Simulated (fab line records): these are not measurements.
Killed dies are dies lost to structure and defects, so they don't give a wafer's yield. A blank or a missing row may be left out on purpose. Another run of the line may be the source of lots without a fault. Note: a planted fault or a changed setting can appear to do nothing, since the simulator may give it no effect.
fab line records | flow sfqLine
[record] lots = 6 wafers = 18 lastDay = 92
route steps=325 shown M7@285 I7@296
lots untouched by any fault: they come from a run of this same line in which no faults occurred
startH: the number of hours between the record's first day and the start of the first shown wafer of the lot | waitH: time in hours since the lot's previous step | " the same as in the row above | L1.1+2: a row that stands for several wafers | - no value, or no start was given | * or withheld: withheld | < > ~ a bound
route shown NAME@n: names a module that has steps shown in the file, with the first one's number in the route | usual: mean/standard deviation of fault-free wafers | same: alike in all rows | chamber/n: place in a boat | sites: per-site readings | _std_site: their standard deviation | _edge_site: outer sites' mean less inner sites' | radiusMm: for every site, how far away it sits from the centre of the wafer | mask NAME#n: copy n | behind: tool/chamber where the wafer was last shaped | hold: the reason the lot was held/the length of the hold in hours/how it ended | device: transistor that didn't switch, given as n, p or np | end of line: tests of these same wafers at the route's end | step lacking rows: just its recipe | killed: at the first sort, the dies lost to defects and structure; wafer yield is something else | map: shows each die of a wafer: x if killed, . if not, _ if none is there
set.NAME: the setting the step ran with; set.NAME@STEP: the setting that earlier step ran with | model.NAME: the simulator's own value behind a step, which no gauge read
certain route steps with their lots: each step a table, each wafer a row
services: when a tool's chamber went out of use (startH, in hours from the record's first day, below 0 if earlier), for how many hours, and the reason
[[steps]]
[step SFQ_TRILAYER_M7_LITHO_COAT_182]
[recipe] resist = BARC spinRpm = 3000 resistThkNm = 62
[step SFQ_TRILAYER_M7_LITHO_COAT_177]
[recipe] resist = KrF spinRpm = 3000 resistThkNm = 600
[step SFQ_TRILAYER_M7_LITHO_SOFTBAKE_181]
[recipe] tempC = withheld timeS = withheld resist = KrF
[step SFQ_TRILAYER_M7_LITHO_EXPOSE_178]
[recipe] maskId = M7 na = 0.6 sourceShape = conventional sigmaOuter = 0.65 targetCdNm = 500 doseMj = 14.4
[step SFQ_TRILAYER_M7_LITHO_PEB_180]
[recipe] pebTempC = 115 pebTimeS = 60 resist = KrF
[step SFQ_TRILAYER_M7_LITHO_DEVELOP_179]
[recipe] timeS = 60 resist = KrF
[step SFQ_M7_OVL_MEAS_945]
[usual] M7_OVL = -2/4.2
// columns lot.wafer tool chamber startH waitH M7_OVL[nm]
L131.1 overlay-01 - 1855.97 0.1 5
L131.4 " - " " 0
L131.5 " - " " -4
L134.1 overlay-01 - 1890.77 0.1 -5
L134.3 " - " " -7
L134.4 " - " " -6
L140.1 overlay-01 - 1980.16 0.1 3
L140.5 " - " " 4
L140.6 " - " " -5
L149.1 overlay-02 - 2045.76 0.1 -3
L149.5 " - " " 4
L149.6 " - " " 1
L150.1 overlay-02 - 2050.56 0.1 -5
L150.2 " - " " -5
L150.3 " - " " -1
L152.4 overlay-02 - 2062.57 0.1 0
L152.5 " - " " 0
L152.6 " - " " -1
[step SFQ_TRILAYER_M7_BARC_OPEN_METAL_ETCH_229]
[recipe] maskMaterial = PR chemistry = O2 targetDepthNm = 125 target = BARC icpW = 600 biasW = 80 pressureMtorr = 10 timeS = 41.7
[usual] drypumpMotorCurrentA = 6.2/0.47 oesProductAu = 0.685/0.0048
// columns lot.wafer tool chamber startH waitH drypumpMotorCurrentA oesProductAu rfHoursCounterH
L131.1 rieMetal-02 0 1856.01 0.0 6.4 0.685 49
L131.4 " 1 " " 6.8 0.699 -
L131.5 " 0 " " 6.4 0.678 -
L134.1 rieMetal-03 0 1890.81 0.0 5.4 0.687 20
L134.3 " 1 " " 6.3 0.681 -
L134.4 " 0 " " 5.4 0.685 -
L140.1 rieMetal-01 0 1980.20 0.0 5.8 0.685 129
L140.5 " 1 " " 5.9 0.685 -
L140.6 " 0 " " 5.8 0.690 -
L149.1 rieMetal-01 1 2045.79 0.0 5.9 0.685 82
L149.5 " 1 " " 5.9 0.684 -
L149.6 " 1 " " 5.9 0.696 -
L150.1 rieMetal-03 0 2050.59 0.0 5.4 0.691 52
L150.2 " 1 " " 6.3 0.682 5
L150.3 " 1 " " 6.3 0.682 -
L152.4 rieMetal-02 1 2062.61 0.0 6.8 0.682 -
L152.5 " 1 " " 6.8 0.682 -
L152.6 " 0 " " 6.4 0.684 -
[step SFQ_TRILAYER_M7_ETCH_METAL_ETCH_180]
[recipe] target = Nb stopOn = SiO2 maskMaterial = PR chemistry = Cl2/Ar targetDepthNm = 240 icpW = 600 biasW = 80 pressureMtorr = 10 timeS = 120
[usual] drypumpMotorCurrentA = 6.1/0.47 oesProductAu = 0.897/0.0062
// columns lot.wafer tool chamber startH waitH drypumpMotorCurrentA oesProductAu rfHoursCounterH
L131.1 rieMetal-02 0 1856.07 0.0 6.4 0.892 49
L131.4 " 1 " " 6.8 0.887 -
L131.5 " 0 " " 6.4 0.899 -
L134.1 rieMetal-03 0 1890.87 0.0 5.4 0.906 20
L134.3 " 1 " " 6.3 0.901 -
L134.4 " 0 " " 5.5 0.905 -
L140.1 rieMetal-01 0 1980.26 0.0 5.7 0.899 129
L140.5 " 1 " " 5.9 0.887 -
L140.6 " 0 " " 5.7 0.898 -
L149.1 rieMetal-01 1 2045.91 0.1 5.9 0.896 82
L149.5 " 1 " " 5.9 0.901 -
L149.6 " 1 " " 5.9 0.902 -
L150.1 rieMetal-03 0 2050.65 0.0 5.4 0.899 52
L150.2 " 1 " " 6.3 0.897 5
L150.3 " 1 " " 6.3 0.895 -
L152.4 rieMetal-02 1 2062.69 0.1 6.9 0.900 -
L152.5 " 1 " " 6.8 0.898 -
L152.6 " 0 " " 6.4 0.898 -
[step SFQ_TRILAYER_M7_STRIP_STRIP_181]
[recipe] gas = O2 powerW = 200 platenTempC = 40 overashFraction = 0.65 chemistry = O2 pressureMtorr = 50
[usual] drypumpMotorCurrentA = 6.2/0.47 oesProductAu = 1.000/0.006 platenTempC = 40.01/0.11
// columns lot.wafer tool chamber startH waitH drypumpMotorCurrentA oesProductAu platenTempC rfHoursCounterH
L131.1 rieMetal-02 0 1856.19 0.1 6.4 0.997 40.23 49
L131.4 " 1 " " 6.8 1.011 39.72 -
L131.5 " 0 " " 6.4 1.006 40.09 -
L134.1 rieMetal-03 0 1890.99 0.1 5.4 1.000 39.92 21
L134.3 " 1 " " 6.3 0.990 40.03 -
L134.4 " 0 " " 5.4 0.990 40.07 -
L140.1 rieMetal-01 0 1980.38 0.1 5.7 0.988 39.94 129
L140.5 " 1 " " 5.9 1.003 39.95 -
L140.6 " 0 " " 5.7 0.997 39.85 -
L149.1 rieMetal-01 1 2046.16 0.2 5.9 1.001 39.98 83
L149.5 " 1 " " 5.9 1.009 40.34 -
L149.6 " 1 " " 6.0 1.000 39.99 -
L150.1 rieMetal-03 0 2050.78 0.1 5.5 1.007 40.19 53
L150.2 " 1 " " 6.3 1.002 40.10 5
L150.3 " 1 " " 6.3 0.997 40.04 -
L152.4 rieMetal-02 1 2062.98 0.2 6.8 1.008 39.99 -
L152.5 " 1 " " 6.8 1.004 39.97 -
L152.6 " 0 " " 6.4 0.990 39.92 -
[step SFQ_TRILAYER_M7_STRIP_SOLV_CLEAN_182]
[recipe] chemistry = NMP tempC = 70 timeS = 600
[step SFQ_TRILAYER_I7_DEP_PECVD_183]
[recipe] material = SiO2 tempC = 150 timeS = 111.11 pressureTorr = 2.4 rfW = 183.3 precursor = SiH4/N2O targetThkNm = 500
[usual] heaterPowerW = 84/13 throttleValvePct = 24.5/1.3
// columns lot.wafer tool chamber startH waitH heaterPowerW throttleValvePct
L131.1 pecvd-04 0 1856.97 0.0 83 25.0
L131.4 " 0 " " 84 25.1
L131.5 " 1 " " 74 24.8
L134.1 pecvd-04 2 1891.77 0.0 76 26.4
L134.3 " 0 " " 86 24.8
L134.4 " 1 " " 79 24.9
L140.1 pecvd-04 2 1981.17 0.0 66 26.3
L140.5 " 2 " " 69 26.5
L140.6 " 1 " " 77 25.1
L149.1 pecvd-04 2 2047.54 0.0 66 26.4
L149.5 " 0 " " 89 24.9
L149.6 " 1 " " 81 24.8
L150.1 pecvd-03 0 2051.55 0.0 107 26.7
L150.2 " 1 " " 88 22.9
L150.3 " 2 " " 79 24.7
L152.4 pecvd-02 0 2063.80 0.0 93 24.3
L152.5 " 1 " " 73 24.5
L152.6 " 2 " " 67 23.0
[step SFQ_TRILAYER_I7_CMP_CMP_184]
[recipe] material = SiO2 downForcePsi = 3 platenRpm = 60 padVelocityMS = 0.94248
[usual] motorCurrentA = 10.5/1.2 timeToEndpointS = 215/6
// columns lot.wafer tool chamber startH waitH motorCurrentA timeToEndpointS model.SiO2_of_TRILAYER_I7_DEP_PECVD_183.thkNm
L131.4 cmp-01 3 1877.55 20.5 8.4 214 197.9
L131.1 " 0 " " 11.3 204 197.9
L131.5 " 3 1879.55 22.5 8.5 218 198.1
L134.1 cmp-02 3 1905.77 14.0 9.6 206 198.9
L134.4 " 1 1906.77 14.9 9.4 209 200.1
L134.3 " 2 " " 10.0 206 199.1
L140.1 cmp-02 3 1982.75 1.5 9.9 215 198.6
L140.6 " 0 " " 12.4 214 199.3
L140.5 " 1 " " 9.7 210 199.2
L149.1 cmp-01 2 2050.58 3.0 11.2 214 200.3
L149.6 " 2 2052.58 5.0 11.1 186 250.5
L149.5 " 3 " " 8.7 184 250.4
L150.1 cmp-01 2 2053.58 2.0 11.7 209 200.6
L150.2 " 3 " " 9.3 177 250.7
L150.3 " 1 2055.08 3.5 10.9 208 200.1
L152.4 cmp-02 2 2064.34 0.5 9.9 218 198.6
L152.5 " 1 2065.84 2.0 9.7 213 198.3
L152.6 " 2 " " 9.9 212 197.3
[step SFQ_I7_BOW_MEAS_946]
[recipe] mode = bow
[usual] I7_BOW = 7/13
// columns lot.wafer tool chamber startH waitH I7_BOW[um]
L131.1 filmMetro-03 - 1880.55 2.0 17
L131.4 " - " " 24
L131.5 " - " " 8
L134.1 filmMetro-02 - 1908.77 2.5 21
L134.3 " - " " 19
L134.4 " - " " 5
L140.1 filmMetro-03 - 1984.25 1.0 -2
L140.5 " - " " 6
L140.6 " - " " -5
L149.1 filmMetro-03 - 2053.58 2.5 13
L149.5 " - " " 3
L149.6 " - " " -2
L150.1 filmMetro-01 - 2056.58 2.5 26
L150.2 " - " " 14
L150.3 " - " " 18
L152.4 filmMetro-03 - 2066.90 2.1 -4
L152.5 " - " " 3
L152.6 " - " " -1
[step SFQ_TRILAYER_I7_METRO_MEASURE_185]
[usual] thkNm = 200.0/1
// columns lot.wafer tool chamber startH waitH thkNm
L131.1 filmMetro-03 - 1880.67 0.1 197.9
L131.4 " - " " 198.0
L131.5 " - " " 198.3
L134.1 filmMetro-02 - 1908.89 0.1 198.9
L134.3 " - " " 198.9
L134.4 " - " " 200.1
L140.1 filmMetro-03 - 1984.37 0.1 198.7
L140.5 " - " " 199.3
L140.6 " - " " 199.4
L149.1 filmMetro-03 - 2053.70 0.1 200.4
L149.5 " - " " 250.4
L149.6 " - " " 250.4
L150.1 filmMetro-01 - 2056.70 0.1 200.6
L150.2 " - " " 250.6
L150.3 " - " " 200.0
L152.4 filmMetro-03 - 2067.56 0.6 198.8
L152.5 " - " " 198.3
L152.6 " - " " 197.3
[step SFQ_TRILAYER_I7_VIA_LITHO_COAT_192]
[recipe] resist = BARC spinRpm = 3000 resistThkNm = 62
[step SFQ_TRILAYER_I7_VIA_LITHO_COAT_187]
[recipe] resist = KrF spinRpm = 3000 resistThkNm = 650
[step SFQ_TRILAYER_I7_VIA_LITHO_SOFTBAKE_191]
[recipe] tempC = withheld timeS = withheld resist = KrF
[step SFQ_TRILAYER_I7_VIA_LITHO_EXPOSE_188]
[recipe] maskId = I7 na = 0.6 sourceShape = conventional sigmaOuter = 0.65 targetCdNm = 1000 doseMj = 21.3
[step SFQ_TRILAYER_I7_VIA_LITHO_PEB_190]
[recipe] pebTempC = 115 pebTimeS = 60 resist = KrF
[step SFQ_TRILAYER_I7_VIA_LITHO_DEVELOP_189]
[recipe] timeS = 60 resist = KrF
[step SFQ_I7_OVL_MEAS_947]
[usual] I7_OVL = -3/5.9
// columns lot.wafer tool chamber startH waitH I7_OVL[nm]
L131.1 overlay-01 - 1973.13 0.1 7
L131.4 " - " " -8
L131.5 " - " " 0
L134.1 overlay-01 - 2008.56 0.1 4
L134.3 " - " " -1
L134.4 " - " " -3
L140.1 overlay-01 - 2063.76 0.1 -2
L140.5 " - " " 0
L140.6 " - " " 0
L149.1 overlay-02 - 2128.14 0.1 12
L149.5 " - " " -3
L149.6 " - " " -1
L150.1 overlay-02 - 2131.74 0.1 -5
L150.2 " - " " -6
L150.3 " - " " -14
L152.4 overlay-02 - 2137.88 0.1 -15
L152.5 " - " " -21
L152.6 " - " " -10
[step SFQ_TRILAYER_I7_VIA_BARC_OPEN_VIA_ETCH_260]
[recipe] maskMaterial = PR chemistry = O2 targetDepthNm = 125 target = BARC sourceW = 500 biasW = 80 pressureMtorr = 30 timeS = 41.7
[usual] drypumpMotorCurrentA = 5.8/0.52 oesProductAu = 0.686/0.0044
// columns lot.wafer tool chamber startH waitH drypumpMotorCurrentA oesProductAu rfHoursCounterH
L131.1 rieDiel-03 0 1973.17 0.0 5.7 0.686 21
L131.4 " 3 " " 4.9 0.684 8
L131.5 " 0 " " 5.7 0.686 -
L134.1 rieDiel-01 3 2008.59 0.0 6.6 0.685 18
L134.3 " 2 " " 5.1 0.683 8
L134.4 " 0 " " 5.8 0.692 11
L140.1 rieDiel-01 0 2063.79 0.0 5.8 0.688 12
L140.5 " 3 " " 6.6 0.687 -
L140.6 " 2 " " 5.1 0.687 -
L149.1 rieDiel-01 2 2128.18 0.0 5.1 0.693 10
L149.5 " 2 " " 5.1 0.686 -
L149.6 " 1 " " 6.2 0.689 -
L150.1 rieDiel-02 1 2131.78 0.0 5.8 0.690 6
L150.2 " 3 " " 6.1 0.683 4
L150.3 " 0 " " 6.2 0.689 5
L152.4 rieDiel-03 1 2137.90 0.0 5.7 0.692 19
L152.5 " 0 " " 5.7 0.683 -
L152.6 " 3 " " 4.9 0.680 -
[step SFQ_TRILAYER_I7_VIA_ETCH_VIA_ETCH_190]
[recipe] target = SiO2 stopOn = Nb maskMaterial = PR taperDeg = 20 chemistry = CHF3 targetDepthNm = 260 sourceW = 500 biasW = 80 pressureMtorr = 30 timeS = withheld
[usual] drypumpMotorCurrentA = 5.8/0.52 oesProductAu = 0.854/0.0051
// columns lot.wafer tool chamber startH waitH drypumpMotorCurrentA oesProductAu model.etch.depthNm model.I7.featureDepthNm
L131.1 rieDiel-03 0 1973.21 0.0 5.7 0.851 197.9 197.9
L131.4 " 3 " " 4.9 0.854 197.9 197.9
L131.5 " 0 " " 5.7 0.840 198.1 198.1
L134.1 rieDiel-01 3 2008.63 0.0 6.6 0.845 198.9 198.9
L134.3 " 2 " " 5.1 0.850 199.1 199.1
L134.4 " 0 " " 5.8 0.855 200.1 200.1
L140.1 rieDiel-01 0 2063.83 0.0 5.8 0.848 198.6 198.6
L140.5 " 3 " " 6.6 0.850 199.2 199.2
L140.6 " 2 " " 5.1 0.862 199.3 199.3
L149.1 rieDiel-01 2 2128.22 0.0 5.1 0.851 200.3 200.3
L149.5 " 2 " " 5.1 0.972 250.4 250.4
L149.6 " 1 " " 6.2 0.966 250.5 250.5
L150.1 rieDiel-02 1 2131.82 0.0 5.8 0.859 200.6 200.6
L150.2 " 3 " " 6.1 0.980 250.7 250.7
L150.3 " 0 " " 6.2 0.861 200.1 200.1
L152.4 rieDiel-03 1 2137.94 0.0 5.7 0.852 198.6 198.6
L152.5 " 0 " " 5.7 0.854 198.3 198.3
L152.6 " 3 " " 4.9 0.852 197.3 197.3
[step SFQ_TRILAYER_I7_VIA_STRIP_STRIP_191]
[recipe] gas = O2 powerW = 200 platenTempC = 40 overashFraction = 0.65 chemistry = O2 pressureMtorr = 50
[[services]]
// columns tool chamber startH hours kind
rieMetal-02 - 1832.20 5.5 repair
rieDiel-01 0 1841.60 5.4 repair
rieDiel-03 0 1841.63 44.4 repair
filmMetro-03 - 1867.16 1.4 pm
filmMetro-03 - 1878.62 0.6 pm
rieDiel-03 3 1885.64 4.4 repair
filmMetro-03 - 1887.29 0.9 pm
rieMetal-02 - 1888.52 0.1 repair
rieMetal-01 - 1907.73 1.6 repair
filmMetro-03 - 1924.89 0.1 pm
rieDiel-03 - 1936.77 0.7 repair
filmMetro-03 - 1954.85 1.1 pm
rieDiel-03 1 1973.38 7.2 repair
rieDiel-01 1 1990.90 10.2 repair
rieDiel-01 - 1992.24 0.4 repair
pecvd-04 0 2007.04 10.8 repair
rieDiel-01 - 2025.61 2.8 pm
rieMetal-02 - 2045.49 2.8 repair
pecvd-04 - 2055.75 14.0 pm
rieMetal-02 - 2072.46 0.5 repair
rieMetal-02 0 2095.75 9.7 repair
rieMetal-01 0 2103.69 20.5 repair
rieDiel-03 - 2111.23 15.6 pm
filmMetro-03 - 2132.29 0.3 pm
[[key]]
[firstSign] step = SFQ_TRILAYER_I7_CMP_CMP_184 reading = timeToEndpointS direction = down sigmas = 5.4 usual = * struck = *
[effect] step = SFQ_TRILAYER_I7_METRO_MEASURE_185 reading = thkNm direction = up sigmas = 50 usual = 200.0 struck = 250.5
[effect] step = SFQ_TRILAYER_I7_VIA_ETCH_VIA_ETCH_190 reading = oesProductAu direction = up sigmas = 23 usual = 0.854 struck = 0.973
[modelEffect] step = SFQ_TRILAYER_I7_CMP_CMP_184 value = SiO2_of_TRILAYER_I7_DEP_PECVD_183.thkNm without = 200.5 struck = 250.5
[modelEffect] step = SFQ_TRILAYER_I7_VIA_ETCH_VIA_ETCH_190 value = etch.depthNm without = 200.5 struck = 250.5
metAt SFQ_TRILAYER_I7_CMP_CMP_184
struckWafers L149.5,L149.6,L150.2
onsetBetween 1877.55 2050.58
[fault] kind = processParameterDrift tool = cmp-01 chamber = - onsetH = 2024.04 steps = SFQ_TRILAYER_I7_CMP_CMP_184 channel = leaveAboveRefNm offset = 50 shape = step endH = 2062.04 scope = struckWafersOnly actsIn = theseRecipesOnly stated = 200
